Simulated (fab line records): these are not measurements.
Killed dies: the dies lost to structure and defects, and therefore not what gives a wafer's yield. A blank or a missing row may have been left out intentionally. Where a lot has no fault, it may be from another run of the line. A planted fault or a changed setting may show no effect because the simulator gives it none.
A struck lot beside a sound one	flow sky130	44 out of 708 route steps
Sound: the wafers L150.1, L150.4, L150.6. Struck: wafer L158.4 (left out: L158.5, L158.6 of the same lot, which were not struck); the cause appears at the end.
Per side, at each step with rows, come the tool, then ch with its chambers, and then its first start. Under that, the readings that differ: sound wafers	struck wafers	difference of the means	sigmas: that difference in standard deviations of wafers without a fault.
alike: words and numbers the same on both sides, and readings whose means are apart by under 2 such deviations; not compared: readings that were withheld, readings missing a value for some wafer, numbers with overlapping values and no deviation given by the record, and bounds like >300 which may hide the same value.
The two part at a step that has a row with sigmas, a row that says differs or no value, or rows on one side only. Numbers that have no deviation but don't overlap get no sigmas and don't part them. Lack of a reading on every wafer of one side parts them only where that side has two or more wafers.

first, 3 steps without rows for these wafers: SKY_VIA2_STRIP_17 (strips in post etch residue remover, time 1200 s); SKY_VIA2_CLEAN_18 (cleans in IPA, time 180 s); SKY_VIA2_CLEAN_19 (cleans in O3/DIW).
SKY_VIA2_SPUTTER_20: material TiN, target thk 20 nm, time 80 s.
  sound on pvd sputter-04 at day 40 05:01; struck on pvd sputter-04 at day 42 05:01
  alike: throttle valve pct
then, 1 step without rows for these wafers: SKY_VIA2_CVD_21 (deposits W, target thk 420 nm, time 126.4 s).
SKY_VIA2_RS_MEAS_22: the measuring method here is four-point-probe.
  sound on film metro-02 at day 40 05:13; struck on film metro-04 at day 42 05:16
  alike: VIA2_W_RS
SKY_VIA2_THK_MEAS_23: measures by xrf.
  sound on film metro-02 at day 40 05:20; struck on film metro-04 at day 42 05:22
  alike: VIA2_W_THK
then, 3 steps without rows for these wafers: SKY_VIA2_CMP_24 (polishes, stops on SiO2, t overpolish 20 s, target thk 0 nm); SKY_METAL3_SPUTTER_00 (material Ti, target thk 15 nm, time 10 s); SKY_METAL3_SPUTTER_01 (material TiN, target thk 20 nm, time 16.7 s).
SKY_METAL3_SPUTTER_02: material AlCu, target thk 735 nm, time 39.1 s.
  sound on pvd sputter-01 at day 40 05:44; struck on pvd sputter-01 at day 42 05:44
  alike: throttle valve pct
SKY_METAL3_SPUTTER_03: material Ti, target thk 5 nm, time 3.3 s.
  sound on pvd sputter-01 at day 40 05:46; struck on pvd sputter-01 at day 42 05:47
  alike: throttle valve pct
SKY_METAL3_SPUTTER_04: material TiN, target thk 70 nm, time 58.3 s.
  sound on pvd sputter-01 at day 40 05:47; struck on pvd sputter-01 at day 42 05:48
reading	sound	struck	difference	sigmas
model.TiN_of_METAL3_SPUTTER_04.thk nm (nm)	69.31 69.3 68.84	133.5	+64.3	
  alike: throttle valve pct
then, 1 step without rows for these wafers: SKY_CAPM_CVD_00 (deposits SiO2, target thk 15.5 nm).
SKY_CAPM_THK_MEAS_01:
  sound on film metro-03 at day 40 05:52; struck on film metro-03 at day 42 05:55
  alike: CAPM_CVD_00_THK
then, 1 step without rows for these wafers: SKY_CAPM_SPUTTER_02 (material TiN, target thk 200 nm, time 166.7 s).
SKY_CAPM_RS_MEAS_03: the measuring method here is four-point-probe.
  sound on film metro-03 at day 40 06:02; struck on film metro-03 at day 42 06:07
  alike: CAPM_TIN_RS
SKY_CAPM_THK_MEAS_04: measures by xrf.
  sound on film metro-03 at day 40 06:09; struck on film metro-03 at day 42 06:12
  alike: CAPM_TIN_THK
then, 7 steps without rows for these wafers: SKY_CAPM_DEHYDRATE_05 (time 60 s); SKY_CAPM_HMDS_06 (prime time 60 s); SKY_CAPM_COAT_07 (resist thk 1140 nm); SKY_CAPM_SOFTBAKE_08 (time 60 s); SKY_CAPM_EXPOSE_09 (exposes mask CAPM, target cd 1000 nm); SKY_CAPM_PEB_10; SKY_CAPM_DEVELOP_11 (develop time 60 s).
SKY_CAPM_OVL_MEAS_12:
  sound on overlay-01 at day 41 06:29; struck on overlay-02 at day 43 04:53
  alike: CAPM_OVL
SKY_CAPM_METAL_ETCH_13: etches TiN in Cl2/BCl3, stops on SiO2, target depth 220 nm, time 62.9 s.
  sound on rie metal-02 ch 1, day 41 06:32; struck on rie metal-01 ch 1, day 43 04:55
  alike: drypump motor current A, mfc cl2 sccm, oes product au, rf fwd power W, throttle valve pct
  not compared: rf hours counter h
then, 12 steps without rows for these wafers: SKY_CAPM_STRIP_14 (strips in O2/N2); SKY_CAPM_STRIP_15 (strips in post etch residue remover, time 1200 s); SKY_CAPM_CLEAN_16 (cleans in IPA, time 180 s); SKY_CAPM_CLEAN_17 (cleans in O3/DIW); SKY_METAL3_DEHYDRATE_05 (time 60 s); SKY_METAL3_HMDS_06 (prime time 60 s); SKY_METAL3_COAT_07 (resist thk 60 nm); SKY_METAL3_COAT_08 (resist thk 1140 nm); SKY_METAL3_SOFTBAKE_09 (time 90 s); SKY_METAL3_EXPOSE_10 (exposes mask MM3, target cd 300 nm); SKY_METAL3_PEB_11; SKY_METAL3_DEVELOP_12 (develop time 60 s).
SKY_METAL3_CD_MEAS_13: the cd target is 300 nm.
  sound on cd sem-01 at day 42 04:56; struck on cd sem-01 at day 44 04:30
  alike: cd nm
SKY_METAL3_OVL_MEAS_14:
  sound on overlay-02 at day 42 05:04; struck on overlay-02 at day 44 04:35
  alike: METAL3_OVL
SKY_METAL3_DESCUM_15: chemistry O2, time 8 s.
  sound on rie metal-03 ch 1, day 42 05:06; struck on rie metal-04 ch 0, day 44 04:37
reading	sound	struck	difference	sigmas
drypump motor current A (A)	4.7 4.7 4.7	6.0	+1.3	+2
rf fwd power W (W)	147.7 148.5 148.1	145.9	-2.2	-3
  alike: oes product au
  not compared: rf hours counter h
SKY_METAL3_METAL_ETCH_18: etches the open film in Cl2/BCl3, stops on SiO2, target depth 845 nm, time 183.1 s.
  sound on rie metal-01 ch 0,1, day 42 05:15; struck on rie metal-03 ch 1, day 44 04:49
reading	sound	struck	difference	sigmas
oes product au (a.u.)	0.870 0.870 0.875	0.908	+0.036	+6
  alike: drypump motor current A, mfc cl2 sccm, rf fwd power W, throttle valve pct
  not compared: rf hours counter h
-- the record jumps here: 6 days lie between the struck wafers' starts before and after (it left off in module METAL3 and takes up again in module PAD_OPEN, whose first step shown is number 708 of the route) --
SKY_PAD_OPEN_PROBE_99:
  sound on prober-02 at day 48 19:35; struck on prober-02 at day 50 08:39
reading	sound	struck	difference	sigmas
killed at front end	17 19 27	11	-10	-2
model.etest.via3 chain.rc ohm	9.163 9.58 9.601	11.18	+1.73	
  alike: defect limited yield, killed_at_M0_to_M3, killed_at_M4_up, killed at contacts, killed at other, killed dies, killed open, killed short, sort_bin_3_pad_short, sort_bin_5_function, sort_bin_6_memory, sort n pass, sort yield pct

WHERE THEY PART
Last at SKY_PAD_OPEN_PROBE_99 as far as this record goes, first at SKY_METAL3_DESCUM_15.

WHY: what the simulator had put in
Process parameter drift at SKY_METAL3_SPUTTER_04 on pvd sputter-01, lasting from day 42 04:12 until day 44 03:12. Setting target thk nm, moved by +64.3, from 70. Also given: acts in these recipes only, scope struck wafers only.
